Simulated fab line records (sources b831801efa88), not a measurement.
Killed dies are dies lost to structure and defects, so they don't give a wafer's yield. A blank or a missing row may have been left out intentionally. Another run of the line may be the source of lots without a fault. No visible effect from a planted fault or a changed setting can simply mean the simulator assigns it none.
Which tool is to blame? | flow gf180mcu | 11 lots with 33 wafers sampled at 4 steps, on a route of 602 steps

WHAT THE GAUGES SHOWED, per wafer
GF_STI_BOW_MEAS_00. Usual: INCOMING_BOW typically reads 0 um, with standard deviation 6.4.
lot  | measured    | on           | INCOMING_BOW (um) | flag
L512 | day 1 10:01 | filmMetro-03 | -6 -4 10          | 
L513 | day 1 15:01 | filmMetro-02 | -3 5 3            | 
L514 | day 1 20:00 | filmMetro-02 | 11 0 3            | 
L515 | day 2 01:00 | filmMetro-02 | -1 -9 6           | 
L516 | day 2 06:02 | filmMetro-03 | -2 0 12           | 
L520 | day 3 02:02 | filmMetro-01 | -3 -1 -6          | 
L522 | day 3 12:01 | filmMetro-03 | 7 8 -7            | 
L526 | day 4 08:00 | filmMetro-02 | 1 3 5             | 
L531 | day 5 09:04 | filmMetro-03 | -2 5 -4           | 
L533 | day 5 19:00 | filmMetro-03 | -12 -3 3          | 
L535 | day 6 05:02 | filmMetro-02 | 7 -10 7           | 

GF_VT_IMPLANT_OVL_MEAS_07. Usual: VT_IMPLANT_OVL typically reads 0.2 nm, with standard deviation 1.4.
lot  | measured     | on         | VT_IMPLANT_OVL (nm) | flag
L512 | day 5 16:19  | overlay-01 | 1.4 1.4 1.1         | 
L513 | day 5 22:10  | overlay-01 | -0.7 0.7 -0.5       | 
L514 | day 6 03:39  | overlay-01 | 0.8 1.2 1.5         | 
L515 | day 6 10:46  | overlay-02 | 1.0 2.7 1.1         | 
L516 | day 6 16:58  | overlay-02 | 0.9 0.6 0.6         | 
L520 | day 7 17:28  | overlay-01 | -2.6 -1.3 -0.7      | 
L522 | day 8 03:40  | overlay-01 | 0.7 -1.4 0.8        | 
L526 | day 9 02:40  | overlay-02 | -0.9 -0.2 -1.0      | 
L531 | day 10 12:34 | overlay-01 | 0.5 1.4 -0.1        | 
L533 | day 10 22:37 | overlay-02 | 1.0 1.3 1.6         | 
L535 | day 11 12:01 | overlay-01 | 0.3 -0.7 -0.9       | 

GF_DUAL_GATE_THK_MEAS_03. Usual: DUAL_GATE_OXIDATION_00_THK typically reads 10.97 nm, with standard deviation 0.21.
lot  | measured     | on           | DUAL_GATE_OXIDATION_00_THK (nm) | flag
L512 | day 7 17:52  | filmMetro-03 | 10.89 10.76 10.95               | 
L513 | day 7 23:04  | filmMetro-03 | 10.65 10.59 10.41               | 
L514 | day 8 05:23  | filmMetro-01 | 11.01 11.07 11.04               | 
L515 | day 8 12:40  | filmMetro-02 | 10.68 10.86 10.70               | 
L516 | day 8 19:59  | filmMetro-02 | 10.68 10.86 10.89               | 
L520 | day 9 22:08  | filmMetro-01 | 10.91 11.22 10.89               | 
L522 | day 10 07:52 | filmMetro-01 | 9.91 9.68 9.77                  | OFF
L526 | day 11 13:31 | filmMetro-02 | 9.59 9.36 9.27                  | OFF
L531 | day 13 00:54 | filmMetro-02 | 11.01 11.03 10.87               | 
L533 | day 13 12:09 | filmMetro-02 | 11.31 10.98 11.03               | 
L535 | day 14 01:25 | filmMetro-03 | 10.85 10.87 10.85               | 

WHICH TOOL RAN EACH LOT (tool, then ch and the chambers of the sampled wafers, then the start)
lot  | GF_DUAL_GATE_OXIDATION_02
L512 | furnace-02 ch 0, day 7 16:25
L513 | furnace-01 ch 0, day 7 21:37
L514 | furnace-01 ch 0, day 8 03:56
L515 | furnace-02 ch 0, day 8 11:13
L516 | furnace-01 ch 0, day 8 18:31
L520 | furnace-01 ch 0, day 9 20:42
L522 | furnace-01 ch 0, day 10 06:25
L526 | furnace-01 ch 0, day 11 12:04
L531 | furnace-02 ch 0, day 12 23:25
L533 | furnace-02 ch 0, day 13 10:38
L535 | furnace-02 ch 0, day 13 23:58
- GF_DUAL_GATE_OXIDATION_02: stabilise 600 s, purge 300 s, target thk 10.887 nm.

AS READ BY THE TOOLS THEMSELVES (means over the sampled wafers that have a number; for cases with no such wafer, the mark the record gives instead)
GF_DUAL_GATE_OXIDATION_02. Usual: spikeTcBottomC 920 C, standard deviation 3.7; spikeTcCentreC 900.8 C, standard deviation 1.4; spikeTcLowerC 899.4 C, standard deviation 1; spikeTcTopC 911 C, standard deviation 6; spikeTcUpperC 899.8 C, standard deviation 1; tubeCenterTempC 900.01 C, standard deviation 0.08; tube_center_temp_C_max 902.4, standard deviation 0.4; zonePowerTopPct 35.0 %, standard deviation 2.5; zonePowerUpperPct 16.2 %, standard deviation 0.3.
lot  | tool       | spikeTcBottomC (C) | spikeTcCentreC (C) | spikeTcLowerC (C) | spikeTcTopC (C) | spikeTcUpperC (C) | tubeCenterTempC (C) | tube_center_temp_C_max | zonePowerTopPct (%) | zonePowerUpperPct (%) | flag
L512 | furnace-02 | 916                | 899.8              | 900.0             | 917             | 899.8             | 900.04              | 902.6                  | 32.5                | 16.4                  | 
L513 | furnace-01 | 924                | 901.1              | 899.9             | 905             | 900.4             | 899.94              | 902.2                  | 37.5                | 15.9                  | 
L514 | furnace-01 | 923                | 900.9              | 899.4             | 905             | 899.6             | 899.94              | 902.4                  | 37.6                | 15.9                  | 
L515 | furnace-02 | 917                | 901.0              | 900.6             | 917             | 899.9             | 899.98              | 902.2                  | 32.4                | 16.5                  | 
L516 | furnace-01 | 923                | 903.1              | 898.4             | 905             | 901.1             | 900.06              | 902.6                  | 37.4                | 16.0                  | 
L520 | furnace-01 | 923                | 902.3              | 898.2             | 904             | 901.3             | 900.03              | 902.6                  | 37.6                | 15.8                  | 
L522 | furnace-01 | 911                | 890.6              | 887.6             | 892             | 888.4             | 887.97              | 890.9                  | 36.7                | 15.6                  | OFF
L526 | furnace-01 | 911                | 890.9              | 886.8             | 893             | 888.5             | 888.07              | 890.7                  | 36.7                | 15.5                  | OFF
L531 | furnace-02 | 917                | 901.4              | 900.2             | 918             | 899.6             | 900.01              | 902.6                  | 32.5                | 16.4                  | 
L533 | furnace-02 | 916                | 898.8              | 898.8             | 917             | 899.3             | 899.90              | 902.1                  | 32.5                | 16.5                  | 
L535 | furnace-02 | 916                | 900.4              | 898.5             | 917             | 899.8             | 899.98              | 902.2                  | 32.8                | 16.3                  | 

THE ANSWER, worked out from the rows above alone
Rule: a lot is off if the mean of its wafers that have a number lies more than 3 standard deviations from the usual mean. A lot without any number at a reading at which 4 lots or more have one is off too. Any other lot the step has rows for is counted as sound. First the gauges in route order, then the tools' own readings, where a lot's mean is used as printed above. At the first step where some lot is off, the reading lying furthest off is the one used; lots without a number count as furthest.
Off: at GF_DUAL_GATE_THK_MEAS_03 (DUAL_GATE_OXIDATION_00_THK), L522, L526.
A tool fits if, at a process step before that reading, it ran every lot that is off, and no sound lot after the first of them. Not tried: the gauges at GF_DUAL_GATE_THK_MEAS_03; whatever is off there is also off at GF_DUAL_GATE_OXIDATION_02, on other tools, and gauge error can't account for it. One candidate fits, namely furnace-01 at GF_DUAL_GATE_OXIDATION_02. A fault onset in the window from L520 (day 9 20:42, its last sound lot) to L522 (day 10 06:25, its first lot off) fits.
The tool's own readings at GF_DUAL_GATE_OXIDATION_02 bear it out: on the lots that are off they differ by more than 5 times the standard deviation of the sound lots' means. spikeTcCentreC reads 890.8 C there against 901.0 C on the sound lots; spikeTcLowerC reads 887.2 C there against 899.3 C on the sound lots; spikeTcUpperC reads 888.5 C there against 900.1 C on the sound lots; tubeCenterTempC reads 888.02 C there against 899.99 C on the sound lots; tube_center_temp_C_max reads 890.8 there against 902.4 on the sound lots.

WHAT THE SIMULATOR HAD PUT IN
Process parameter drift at GF_DUAL_GATE_OXIDATION_02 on furnace-01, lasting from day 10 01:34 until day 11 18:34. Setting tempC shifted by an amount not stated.
Lots struck among those shown: L522, L526. The rule above reached the same finding.
